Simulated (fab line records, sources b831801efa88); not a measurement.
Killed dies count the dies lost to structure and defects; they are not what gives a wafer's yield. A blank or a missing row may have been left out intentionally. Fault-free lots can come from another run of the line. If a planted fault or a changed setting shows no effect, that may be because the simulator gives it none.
Which tool did it?    flow sky130    11 lots with 33 wafers sampled at 6 steps, on a route of 708 steps

WHAT THE GAUGES READ, wafer by wafer
SKY_LDD_HVP_TW_MEAS_10.
lot   measured      on             LDD_HVP_TW
L953  day 21 14:28  film metro-03  458 459 459
L954  day 21 23:43  film metro-04  458 459 459
L955  day 22 05:20  film metro-03  459 458 461
L956  day 22 13:31  film metro-04  456 456 458
L959  day 23 16:22  film metro-03  456 456 458
L960  day 24 06:38  film metro-04  456 455 455
L963  day 25 10:20  film metro-04  459 462 460
L967  day 26 16:08  film metro-01  453 452 452
L968  day 27 02:22  film metro-04  457 456 459
L975  day 29 13:37  film metro-01  453 452 452
L976  day 29 20:22  film metro-03  458 461 459

SKY_SD_N_RS_MEAS_16: a four-point-probe measurement.
lot   measured      on             SD_N_RS (ohm/sq)
L953  day 27 23:42  film metro-02  68.43 68.55 68.30
L954  day 28 09:03  film metro-03  68.40 68.54 68.44
L955  day 28 11:36  film metro-03  68.69 68.72 68.82
L956  day 28 21:01  film metro-02  68.53 68.81 68.71
L959  day 29 22:08  film metro-02  68.61 68.51 68.66
L960  day 30 10:19  film metro-04  68.64 68.59 68.63
L963  day 31 10:49  film metro-04  67.72 67.84 67.71
L967  day 32 16:01  film metro-02  67.91 67.85 67.80
L968  day 33 00:35  film metro-04  68.63 68.58 68.52
L975  day 35 08:59  film metro-04  68.63 68.66 68.75
L976  day 35 13:35  film metro-03  68.88 68.79 68.93

SKY_LI_CONTACT_BOW_MEAS_03.
lot   measured      on             LI_CONTACT_BOW (um)
L953  day 28 00:32  film metro-02  60 46 59
L954  day 28 09:53  film metro-04  44 56 44
L955  day 28 12:26  film metro-04  67 47 48
L956  day 28 21:52  film metro-03  58 56 59
L959  day 29 22:58  film metro-03  56 59 69
L960  day 30 11:10  film metro-03  49 46 50
L963  day 31 11:39  film metro-03  48 45 62
L967  day 32 16:51  film metro-03  51 51 52
L968  day 33 01:25  film metro-04  51 53 71
L975  day 35 09:49  film metro-04  59 60 52
L976  day 35 14:26  film metro-04  56 45 46

WHAT TOOL EACH LOT RAN ON (gives the tool, then ch and the chambers of the sampled wafers, and finally the start)
lot   SKY_POLY_CUT_ETCH_10                SKY_SD_N_IMPLANT_09              SKY_SD_N_STRIP_11
L953  rie diel-04 ch 0,1, day 24 07:23    implanter-02 ch 0, day 27 23:01  plasma asher-02 ch 0, day 27 23:18
L954  rie diel-04 ch 1,3, day 24 16:08    implanter-02 ch 0, day 28 08:22  plasma asher-04 ch 0,1, day 28 08:38
L955  rie diel-04 ch 0,1,3, day 24 19:35  implanter-04 ch 0, day 28 10:55  plasma asher-02 ch 0,1, day 28 11:12
L956  rie diel-01 ch 0,1, day 25 04:11    implanter-01 ch 0, day 28 20:20  plasma asher-04 ch 0,1, day 28 20:38
L959  rie diel-02 ch 2,3, day 26 06:11    implanter-04 ch 0, day 29 21:27  plasma asher-02 ch 0,1, day 29 21:45
L960  rie diel-02 ch 1,2, day 26 19:26    implanter-01 ch 0, day 30 09:38  plasma asher-02 ch 0,1, day 30 09:56
L963  rie diel-02 ch 0,2, day 27 21:48    implanter-04 ch 0, day 31 10:08  plasma asher-04 ch 0,1, day 31 10:25
L967  rie diel-02 ch 2,3, day 29 04:17    implanter-04 ch 0, day 32 15:20  plasma asher-03 ch 0,1, day 32 15:37
L968  rie diel-02 ch 0,1,2, day 29 12:56  implanter-02 ch 0, day 32 23:35  plasma asher-04 ch 0,1, day 33 00:11
L975  rie diel-04 ch 0,1,3, day 31 23:29  implanter-02 ch 0, day 35 08:18  plasma asher-04 ch 0,1, day 35 08:36
L976  rie diel-02 ch 0,1, day 32 05:11    implanter-04 ch 0, day 35 12:55  plasma asher-02 ch 0,1, day 35 13:11
- SKY_POLY_CUT_ETCH_10: etches BARC in N2/H2, stops on SiO2, time 45.9 s, target depth 60 nm.
- SKY_SD_N_IMPLANT_09
- SKY_SD_N_STRIP_11: strips in O2/N2.

WHAT THE TOOLS THEMSELVES READ (means of the sampled wafers that have a number; where no wafer has one, the mark that the record gives instead)
SKY_POLY_CUT_ETCH_10.
lot   tool         drypump motor current A (A)  h2 flow sccm (sccm)  oes product au (a.u.)  throttle valve pct (%)
L953  rie diel-04  6.05                         200.0                0.854                  13.219
L954  rie diel-04  5.78                         199.9                0.856                  13.217
L955  rie diel-04  5.93                         199.4                0.854                  13.229
L956  rie diel-01  5.85                         200.0                0.851                  13.226
L959  rie diel-02  5.89                         200.1                0.857                  13.235
L960  rie diel-02  6.29                         200.2                0.857                  13.233
L963  rie diel-02  6.07                         200.1                0.856                  13.222
L967  rie diel-02  5.90                         200.5                0.859                  13.228
L968  rie diel-02  6.18                         199.5                0.853                  13.225
L975  rie diel-04  5.94                         200.0                0.859                  13.221
L976  rie diel-02  6.30                         200.2                0.852                  13.220

SKY_SD_N_IMPLANT_09.
lot   tool          end station pressure torr (Torr)  faraday current uA
L953  implanter-02  1.36e-05                          12431
L954  implanter-02  1.37e-05                          12676
L955  implanter-04  1.28e-05                          12026
L956  implanter-01  1.23e-05                          11189
L959  implanter-04  1.35e-05                          12160
L960  implanter-01  1.23e-05                          11082
L963  implanter-04  4.82e-05                          10521
L967  implanter-04  4.57e-05                          10759
L968  implanter-02  1.31e-05                          12695
L975  implanter-02  1.35e-05                          13024
L976  implanter-04  1.33e-05                          11999

SKY_SD_N_STRIP_11.
lot   tool             drypump motor current A (A)  oes product au (a.u.)  strip time to endpoint s (s)
L953  plasma asher-02  6.08                         0.533                  22.61
L954  plasma asher-04  6.17                         0.522                  22.58
L955  plasma asher-02  5.81                         0.524                  22.57
L956  plasma asher-04  6.17                         0.530                  22.54
L959  plasma asher-02  5.83                         0.525                  22.51
L960  plasma asher-02  5.82                         0.525                  22.50
L963  plasma asher-04  6.17                         0.520                  22.88
L967  plasma asher-03  5.59                         0.525                  22.93
L968  plasma asher-04  6.17                         0.528                  22.56
L975  plasma asher-04  6.17                         0.526                  22.57
L976  plasma asher-02  5.82                         0.532                  22.51

THE ANSWER, worked out from the rows above alone
Rule: usual is defined by the lots themselves. The widest of any qualifying gaps counts: lots, ordered by their means at a reading, are off when they make up no more than a third of the lots, leave a main group of 4 or more, and stand apart from it by 3 or more times the standard deviation of that group's means. Not used: any main group whose means are identical at the precision the tables above print for the reading. A lot without any number at a reading at which 4 lots or more have one is off too. All remaining lots with rows at the step are treated as sound. The gauges are gone through in route order, then the tools' own readings, and for those a lot's mean is taken as printed above. At the first step where some lot is off, the reading lying furthest off is the one used; lots without a number count as furthest.
Off: L963, L967, seen at SKY_SD_N_RS_MEAS_16 (SD_N_RS). For the main group the mean is 68.63 ohm/sq and the standard deviation 0.13.
A tool fits if, at a process step before that reading, it ran every lot that is off, and no sound lot after the first of them. The gauges at SKY_SD_N_RS_MEAS_16 aren't tried: what is off there is off at SKY_SD_N_IMPLANT_09 too, on other tools, and a gauge's error can't cause that. Of those tried, none fits.

WHAT THE SIMULATOR PUT IN
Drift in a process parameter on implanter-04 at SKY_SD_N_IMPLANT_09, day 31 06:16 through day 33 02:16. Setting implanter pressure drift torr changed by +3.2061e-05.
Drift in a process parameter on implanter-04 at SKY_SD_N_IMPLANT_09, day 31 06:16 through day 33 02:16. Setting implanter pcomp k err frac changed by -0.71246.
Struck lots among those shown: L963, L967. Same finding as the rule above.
